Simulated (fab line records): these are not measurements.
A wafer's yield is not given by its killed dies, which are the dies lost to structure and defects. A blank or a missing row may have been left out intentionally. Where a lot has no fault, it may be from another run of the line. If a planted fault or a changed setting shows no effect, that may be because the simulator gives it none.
Which tool was responsible?	flow gf180mcu	6 lots with 18 wafers sampled at 5 steps, on a route of 602 steps

WHAT THE GAUGES READ, wafer by wafer
GF_PASSIVATION_THK_MEAS_01.
lot	measured	on	PASSIVATION_CVD_00_THK (nm)
L527	day 28 17:11	film metro-01	979 974 995
L529	day 29 15:15	film metro-02	983 982 1009
L534	day 31 06:25	film metro-02	975 992 990
L537	day 31 21:08	film metro-04	991 1017 1003
L539	day 32 12:40	film metro-01	984 1010 1007
L546	day 34 03:40	film metro-02	986 1004 887

TOOL THAT RAN EACH LOT (tool first, then ch and the chambers of the sampled wafers, then the start)
lot	GF_V4_CVD_02	GF_M5_METAL_ETCH_10	GF_TOP_METAL_SPUTTER_01	GF_PASSIVATION_CVD_00
L527	pecvd-03 ch 0,1,2, day 24 04:41	rie metal-03 ch 0,1, day 26 22:42	pvd sputter-03, day 27 21:58	pecvd-02 ch 0,1,2, day 28 17:07
L529	pecvd-03 ch 0,2, day 25 03:23	rie metal-01 ch 0,1, day 27 21:03	pvd sputter-02, day 28 18:55	pecvd-02 ch 0,1, day 29 15:10
L534	pecvd-01 ch 0,1,2, day 27 01:34	rie metal-01 ch 0,1, day 29 13:55	pvd sputter-02, day 30 11:01	pecvd-02 ch 0,2, day 31 06:14
L537	pecvd-03 ch 0,2, day 27 17:32	rie metal-01 ch 0,1, day 30 06:01	pvd sputter-02, day 31 02:58	pecvd-03 ch 0,1, day 31 21:03
L539	pecvd-01 ch 0,1, day 28 07:39	rie metal-04 ch 0,1, day 30 21:27	pvd sputter-04, day 31 18:45	pecvd-04 ch 0,1,2, day 32 12:35
L546	pecvd-04 ch 1,2, day 30 07:48	rie metal-01 ch 1, day 32 15:56	pvd sputter-03, day 33 11:09	pecvd-03 ch 0,2, day 34 03:34
- GF_V4_CVD_02: deposits SiO2 from TEOS, target thk 850 nm, time 94.851 s.
- GF_M5_METAL_ETCH_10: etches the open film in Cl2/BCl3, stops on SiO2, target depth 750.8 nm, time 125.1 s.
- GF_TOP_METAL_SPUTTER_01: material TiN, target thk 30 nm, time 25 s.
- GF_PASSIVATION_CVD_00: deposits SiO2 from TEOS, target thk 1000 nm, time 111.95 s.

THE ANSWER, worked out from the rows above alone
Rule: the lots themselves supply what counts as usual. Put in order of their means at a reading, lots are off if they are a third of the lots or fewer, leave a main group of 4 or more, and stand apart from it by a gap of 3 or more times the standard deviation of the main group's means; of several such gaps the widest counts. Not used: any main group whose means are identical at the precision the tables above print for the reading. A lot without any number at a reading at which 4 lots or more have one is off too. Where the step has rows for the other lots, those lots are counted as sound.
Nothing can be told from this: no lot is off at any reading shown.

WHAT THE SIMULATOR HAD PUT IN
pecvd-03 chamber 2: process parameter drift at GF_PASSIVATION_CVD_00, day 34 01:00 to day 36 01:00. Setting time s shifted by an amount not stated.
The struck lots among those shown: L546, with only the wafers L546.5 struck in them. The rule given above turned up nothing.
